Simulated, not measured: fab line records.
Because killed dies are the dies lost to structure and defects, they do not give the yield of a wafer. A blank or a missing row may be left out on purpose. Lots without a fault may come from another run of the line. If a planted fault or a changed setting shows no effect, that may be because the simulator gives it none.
Which of the tools did it? -- flow sky130 -- 72 wafers from 24 lots sampled at 5 of the route's 708 steps

== WHAT THE GAUGES READ, wafer by wafer ==
SKY_VIA2_OVL_MEAS_13. Usual: VIA2_OVL 3 nm, standard deviation 6.4.
lot,measured,on,VIA2_OVL (nm),flag
L075,day 36 11:10,overlay-02,3 0 -2,
L074,day 36 13:38,overlay-01,17 13 5,
L076,day 37 00:14,overlay-02,-1 1 -1,
L077,day 37 07:08,overlay-01,0 1 3,
L078,day 38 12:16,overlay-02,6 10 14,
L079,day 38 14:08,overlay-02,-2 11 10,
L081,day 38 14:15,overlay-01,3 -11 -13,
L080,day 38 15:28,overlay-02,-6 -9 -9,
L082,day 38 20:38,overlay-01,7 -6 3,
L083,day 39 05:08,overlay-02,10 4 8,
L084,day 39 13:07,overlay-02,2 6 0,
L085,day 39 19:38,overlay-02,6 7 15,
L086,day 40 02:16,overlay-02,-9 -2 1,
L087,day 40 14:04,overlay-01,-1 -2 4,
L088,day 40 18:29,overlay-02,2 -4 1,
L089,day 40 22:22,overlay-01,14 7 5,
L090,day 41 06:17,overlay-01,-5 6 1,
L091,day 41 07:10,overlay-01,-8 6 -1,
L092,day 41 11:13,overlay-02,1 3 5,
L094,day 42 10:22,overlay-01,10 9 8,
L093,day 42 11:19,overlay-01,1 7 6,
L095,day 42 13:46,overlay-01,3 5 5,
L096,day 42 19:50,overlay-02,2 -3 2,
L097,day 43 01:32,overlay-02,12 12 6,

SKY_VIA3_BOW_MEAS_03. Usual: VIA3_BOW 78 um, standard deviation 7.9.
lot,measured,on,VIA3_BOW (um),flag
L075,day 38 18:26,film-metro-02,79 70 71,
L074,day 38 20:51,film-metro-01,79 84 77,
L076,day 39 07:30,film-metro-01,81 70 68,
L077,day 39 14:14,film-metro-03,76 82 90,
L078,day 40 17:55,film-metro-03,86 81 72,
L079,day 40 19:15,film-metro-02,69 80 75,
L081,day 40 19:35,film-metro-01,82 79 69,
L080,day 40 20:19,film-metro-03,78 87 65,
L082,day 41 01:26,film-metro-01,84 78 85,
L083,day 41 09:38,film-metro-02,81 80 78,
L084,day 41 17:08,film-metro-02,98 83 92,
L085,day 41 23:56,film-metro-01,74 74 76,
L086,day 42 06:12,film-metro-02,72 77 83,
L087,day 42 18:05,film-metro-01,76 61 69,
L088,day 42 22:58,film-metro-03,91 76 76,
L089,day 43 02:44,film-metro-01,81 75 82,
L090,day 43 08:37,film-metro-02,70 71 68,
L091,day 43 09:32,film-metro-01,87 74 81,
L092,day 43 14:07,film-metro-02,81 73 85,
L094,day 44 11:09,film-metro-03,82 76 81,
L093,day 44 12:06,film-metro-02,86 77 73,
L095,day 44 14:30,film-metro-03,80 70 73,
L096,day 44 22:08,film-metro-01,66 63 73,
L097,day 45 01:36,film-metro-03,91 101 92,

SKY_METAL4_CD_MEAS_13 targets a cd of 300 nm. Usual: cd-nm 300.4 nm, standard deviation 1.3.
lot,measured,on,cd-nm (nm),flag
L075,day 41 21:22,cd-sem-01,300.8 301.0 299.7,
L074,day 42 01:34,cd-sem-02,297.9 299.4 298.6,
L076,day 42 10:10,cd-sem-02,301.6 301.1 302.1,
L077,day 42 17:34,cd-sem-01,299.6 299.7 301.4,
L078,day 43 19:32,cd-sem-01,299.1 300.0 299.4,
L079,day 43 21:13,cd-sem-01,300.2 300.0 300.8,
L081,day 43 20:11,cd-sem-02,301.9 302.0 302.6,
L080,day 43 21:35,cd-sem-01,298.0 299.1 300.4,
L082,day 44 02:11,cd-sem-01,301.9 302.3 300.8,
L083,day 44 08:53,cd-sem-01,302.1 301.7 302.6,
L084,day 44 15:10,cd-sem-01,299.1 299.8 299.8,
L085,day 44 22:04,cd-sem-01,300.8 300.9 301.2,
L086,day 45 01:52,cd-sem-01,299.9 298.5 301.9,
L087,day 45 19:58,cd-sem-01,300.5 299.7 298.6,
L088,day 45 20:41,cd-sem-01,301.4 302.0 301.0,
L089,day 45 22:01,cd-sem-01,297.6 298.2 297.7,
L090,day 46 03:04,cd-sem-01,302.2 301.7 300.4,
L091,day 46 04:02,cd-sem-02,301.1 300.1 299.0,
L092,day 46 07:39,cd-sem-02,301.4 299.2 299.8,
L094,day 47 03:46,cd-sem-02,299.3 301.1 300.2,
L093,day 47 05:38,cd-sem-01,301.6 301.1 301.5,
L095,day 47 07:17,cd-sem-02,300.8 302.4 302.6,
L096,day 47 15:44,cd-sem-01,298.6 298.0 299.1,
L097,day 47 19:08,cd-sem-01,301.2 299.8 300.5,

== EACH LOT AND THE TOOL THAT RAN IT (in order: tool; ch and the chambers of the sampled wafers; start) ==
lot,SKY_METAL2_SPUTTER_01,SKY_METAL3_SPUTTER_00
L075,"pvd-sputter-01, day 34 05:02","pvd-sputter-04, day 36 12:36"
L074,"pvd-sputter-04, day 34 07:10","pvd-sputter-04, day 36 15:03"
L076,"pvd-sputter-01, day 34 19:26","pvd-sputter-01, day 37 01:39"
L077,"pvd-sputter-04, day 35 01:01","pvd-sputter-04, day 37 08:33"
L078,"pvd-sputter-01, day 36 06:41","pvd-sputter-03, day 38 13:40"
L079,"pvd-sputter-04, day 36 08:23","pvd-sputter-01, day 38 15:32"
L081,"pvd-sputter-01, day 36 08:57","pvd-sputter-03, day 38 15:39"
L080,"pvd-sputter-02, day 36 10:33","pvd-sputter-03, day 38 16:52"
L082,"pvd-sputter-01, day 36 15:43","pvd-sputter-01, day 38 22:04"
L083,"pvd-sputter-04, day 37 00:41","pvd-sputter-03, day 39 06:54"
L084,"pvd-sputter-01, day 37 08:32","pvd-sputter-04, day 39 14:31"
L085,"pvd-sputter-01, day 37 15:16","pvd-sputter-03, day 39 21:03"
L086,"pvd-sputter-01, day 37 22:57","pvd-sputter-01, day 40 03:43"
L087,"pvd-sputter-04, day 38 10:29","pvd-sputter-03, day 40 15:36"
L088,"pvd-sputter-01, day 38 14:57","pvd-sputter-01, day 40 19:56"
L089,"pvd-sputter-04, day 38 19:35","pvd-sputter-01, day 40 23:47"
L090,"pvd-sputter-01, day 39 04:03","pvd-sputter-03, day 41 07:41"
L091,"pvd-sputter-04, day 39 05:14","pvd-sputter-01, day 41 08:34"
L092,"pvd-sputter-04, day 39 09:17","pvd-sputter-03, day 41 12:49"
L094,"pvd-sputter-02, day 40 08:40","pvd-sputter-03, day 42 11:50"
L093,"pvd-sputter-02, day 40 09:34","pvd-sputter-03, day 42 12:53"
L095,"pvd-sputter-01, day 40 12:25","pvd-sputter-01, day 42 15:13"
L096,"pvd-sputter-02, day 40 17:38","pvd-sputter-03, day 42 22:30"
L097,"pvd-sputter-01, day 41 00:29","pvd-sputter-04, day 43 02:59"
- SKY_METAL2_SPUTTER_01: material TiN, target thk 20 nm, time 16.7 s.
- SKY_METAL3_SPUTTER_00: material Ti, target thk 15 nm, time 10 s.

== WHAT THE TOOLS THEMSELVES READ (means of the sampled wafers that have a number; where no wafer has one, the mark that the record gives instead) ==
SKY_METAL2_SPUTTER_01. Usual: throttle-valve-pct 29.9 %, standard deviation 1.1.
lot,tool,throttle-valve-pct (%),flag
L075,pvd-sputter-01,29.7,
L074,pvd-sputter-04,30.1,
L076,pvd-sputter-01,30.2,
L077,pvd-sputter-04,29.7,
L078,pvd-sputter-01,29.4,
L079,pvd-sputter-04,30.2,
L081,pvd-sputter-01,29.7,
L080,pvd-sputter-02,31.4,
L082,pvd-sputter-01,30.5,
L083,pvd-sputter-04,29.7,
L084,pvd-sputter-01,30.2,
L085,pvd-sputter-01,29.7,
L086,pvd-sputter-01,30.5,
L087,pvd-sputter-04,29.3,
L088,pvd-sputter-01,29.4,
L089,pvd-sputter-04,30.1,
L090,pvd-sputter-01,29.4,
L091,pvd-sputter-04,30.1,
L092,pvd-sputter-04,30.4,
L094,pvd-sputter-02,30.6,
L093,pvd-sputter-02,31.6,
L095,pvd-sputter-01,29.8,
L096,pvd-sputter-02,30.8,
L097,pvd-sputter-01,29.7,

SKY_METAL3_SPUTTER_00. Usual: throttle-valve-pct 29.9 %, standard deviation 0.87.
lot,tool,throttle-valve-pct (%),flag
L075,pvd-sputter-04,29.8,
L074,pvd-sputter-04,30.0,
L076,pvd-sputter-01,29.5,
L077,pvd-sputter-04,29.7,
L078,pvd-sputter-03,29.9,
L079,pvd-sputter-01,29.5,
L081,pvd-sputter-03,30.3,
L080,pvd-sputter-03,30.0,
L082,pvd-sputter-01,29.4,
L083,pvd-sputter-03,30.1,
L084,pvd-sputter-04,30.6,
L085,pvd-sputter-03,30.0,
L086,pvd-sputter-01,30.1,
L087,pvd-sputter-03,29.7,
L088,pvd-sputter-01,30.1,
L089,pvd-sputter-01,29.6,
L090,pvd-sputter-03,29.4,
L091,pvd-sputter-01,30.1,
L092,pvd-sputter-03,30.0,
L094,pvd-sputter-03,30.3,
L093,pvd-sputter-03,30.8,
L095,pvd-sputter-01,30.3,
L096,pvd-sputter-03,30.0,
L097,pvd-sputter-04,30.1,

== THE ANSWER, worked out from the rows above alone ==
Rule: a lot counts as off when the mean over its wafers that have a number is more than 3 standard deviations away from the usual mean. Also off: a lot with no number at a reading for which 4 or more lots have one. Any other lot the step has rows for is counted as sound. After the gauges, taken in route order, come the tools' own readings; for these a lot's mean is taken, as printed above. At the first step where some lot is off, the reading lying furthest off is the one used; lots without a number count as furthest.
Across all readings shown, no lot is off: no conclusion can be drawn from this.

== WHAT THE SIMULATOR HAD PUT IN ==
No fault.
